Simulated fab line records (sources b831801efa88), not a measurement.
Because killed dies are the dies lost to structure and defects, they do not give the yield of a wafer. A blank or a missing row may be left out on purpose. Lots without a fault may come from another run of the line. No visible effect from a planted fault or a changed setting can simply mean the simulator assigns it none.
Which tool is to blame? / flow sky130 / 11 lots with 33 wafers sampled at 2 steps, on a route of 708 steps

== WHAT THE GAUGES READ, wafer by wafer ==
SKY_VIA2_BOW_MEAS_03.
lot=L901; measured=day 35 07:28; on=film metro-04; VIA2_BOW (um)=91 97 95
lot=L904; measured=day 35 22:14; on=film metro-01; VIA2_BOW (um)=82 90 85
lot=L905; measured=day 36 21:35; on=film metro-02; VIA2_BOW (um)=74 80 84
lot=L907; measured=day 37 06:38; on=film metro-04; VIA2_BOW (um)=83 79 80
lot=L915; measured=day 39 16:28; on=film metro-04; VIA2_BOW (um)=79 92 82
lot=L916; measured=day 39 18:57; on=film metro-04; VIA2_BOW (um)=80 78 92
lot=L917; measured=day 40 05:55; on=film metro-04; VIA2_BOW (um)=75 81 80
lot=L918; measured=day 40 12:27; on=film metro-01; VIA2_BOW (um)=91 94 90
lot=L920; measured=day 41 02:30; on=film metro-04; VIA2_BOW (um)=91 95 98
lot=L921; measured=day 41 07:56; on=film metro-04; VIA2_BOW (um)=81 88 90
lot=L923; measured=day 41 19:34; on=film metro-01; VIA2_BOW (um)=75 76 80

== WHAT TOOL EACH LOT RAN ON (gives the tool, then ch and the chambers of the sampled wafers, and finally the start) ==
lot=L901; SKY_VIA2_CMP_02=cmp-02 ch 0,1, day 35 07:12
lot=L904; SKY_VIA2_CMP_02=cmp-01 ch 1,2, day 35 21:56
lot=L905; SKY_VIA2_CMP_02=cmp-01 ch 0,2,3, day 36 21:23
lot=L907; SKY_VIA2_CMP_02=cmp-02 ch 0,2,3, day 37 06:20
lot=L915; SKY_VIA2_CMP_02=cmp-02 ch 1,3, day 39 16:09
lot=L916; SKY_VIA2_CMP_02=cmp-01 ch 0,3, day 39 18:38
lot=L917; SKY_VIA2_CMP_02=cmp-02 ch 0,2, day 40 05:39
lot=L918; SKY_VIA2_CMP_02=cmp-02 ch 2,3, day 40 12:05
lot=L920; SKY_VIA2_CMP_02=cmp-01 ch 0,1, day 41 02:12
lot=L921; SKY_VIA2_CMP_02=cmp-01 ch 0,1,3, day 41 07:38
lot=L923; SKY_VIA2_CMP_02=cmp-02 ch 0,2, day 41 19:18
- SKY_VIA2_CMP_02: polishes SiO2.

== THE ANSWER, worked out from the rows above alone ==
Rule: the lots themselves supply what counts as usual. The widest of any qualifying gaps counts: lots, ordered by their means at a reading, are off when they make up no more than a third of the lots, leave a main group of 4 or more, and stand apart from it by 3 or more times the standard deviation of that group's means. Not used: any main group whose means are identical at the precision the tables above print for the reading. A lot without any number at a reading at which 4 lots or more have one is off too. The other lots that the step has rows for count as sound.
None of the lots is off at any reading shown; this tells nothing.

== WHAT HAD BEEN PUT IN BY THE SIMULATOR ==
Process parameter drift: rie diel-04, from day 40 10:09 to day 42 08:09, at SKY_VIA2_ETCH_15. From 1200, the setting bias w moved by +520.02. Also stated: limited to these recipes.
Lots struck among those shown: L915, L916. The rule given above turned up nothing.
